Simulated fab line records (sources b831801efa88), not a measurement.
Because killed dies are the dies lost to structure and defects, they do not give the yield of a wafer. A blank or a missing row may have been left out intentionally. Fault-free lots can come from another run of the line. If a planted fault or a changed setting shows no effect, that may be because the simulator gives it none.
Matching of chambers / flow gf180mcu / GF_V2_CVD_02 on pecvd-03: 3 sister chambers
The step deposits SiO2 from TEOS, target thk 850 nm, time 94.851 s. 14 wafers are shown with their chamber, then 7 later ones without.

WAFERS, EACH WITH ITS CHAMBER
wafer=L819.2; chamber=0; heaterPowerW (W)=470
wafer=L819.4; chamber=1; heaterPowerW (W)=606
wafer=L819.6; chamber=2; heaterPowerW (W)=860
wafer=L821.3; chamber=0; heaterPowerW (W)=414
wafer=L821.4; chamber=2; heaterPowerW (W)=726
wafer=L821.6; chamber=0; heaterPowerW (W)=454
wafer=L822.2; chamber=0; heaterPowerW (W)=460
wafer=L822.4; chamber=2; heaterPowerW (W)=851
wafer=L822.6; chamber=0; heaterPowerW (W)=461
wafer=L824.4; chamber=2; heaterPowerW (W)=878
wafer=L824.5; chamber=1; heaterPowerW (W)=616
wafer=L824.6; chamber=0; heaterPowerW (W)=423
wafer=L834.2; chamber=1; heaterPowerW (W)=752
wafer=L834.3; chamber=2; heaterPowerW (W)=852

SIGNATURES (averages over the wafers above)
reading=heaterPowerW; chamber 0=447.00; chamber 1=658.00; chamber 2=833.40; scatter within a chamber=52.9
Rule: a wafer lies at a distance from a chamber equal to the root of the sum of squares, over the readings, of (its reading less the chamber's mean, divided by the reading's scatter). If the next closest chamber is less than 2 further off than the closest, the wafer can't be placed; otherwise it belongs to the closest. How the scatter is found: for the shown wafers, subtract from each reading the mean of its chamber, square and add these, divide the total by (wafers less chambers), then take the root.

WAFERS MISSING THEIR CHAMBER
wafer=L834.4; heaterPowerW (W)=610
wafer=L840.3; heaterPowerW (W)=685
wafer=L840.5; heaterPowerW (W)=842
wafer=L840.6; heaterPowerW (W)=471
wafer=L842.2; heaterPowerW (W)=833
wafer=L842.3; heaterPowerW (W)=384
wafer=L842.6; heaterPowerW (W)=417

WHICH CHAMBER EACH ONE RAN IN
wafer=L834.4; from the rows above=1; in truth=1
wafer=L840.3; from the rows above=1; in truth=1
wafer=L840.5; from the rows above=2; in truth=2
wafer=L840.6; from the rows above=0; in truth=0
wafer=L842.2; from the rows above=2; in truth=2
wafer=L842.3; from the rows above=0; in truth=0
wafer=L842.6; from the rows above=0; in truth=0
Correctly placed: 7 of 7. Number that these rows cannot place: 0. Number placed wrongly: 0.
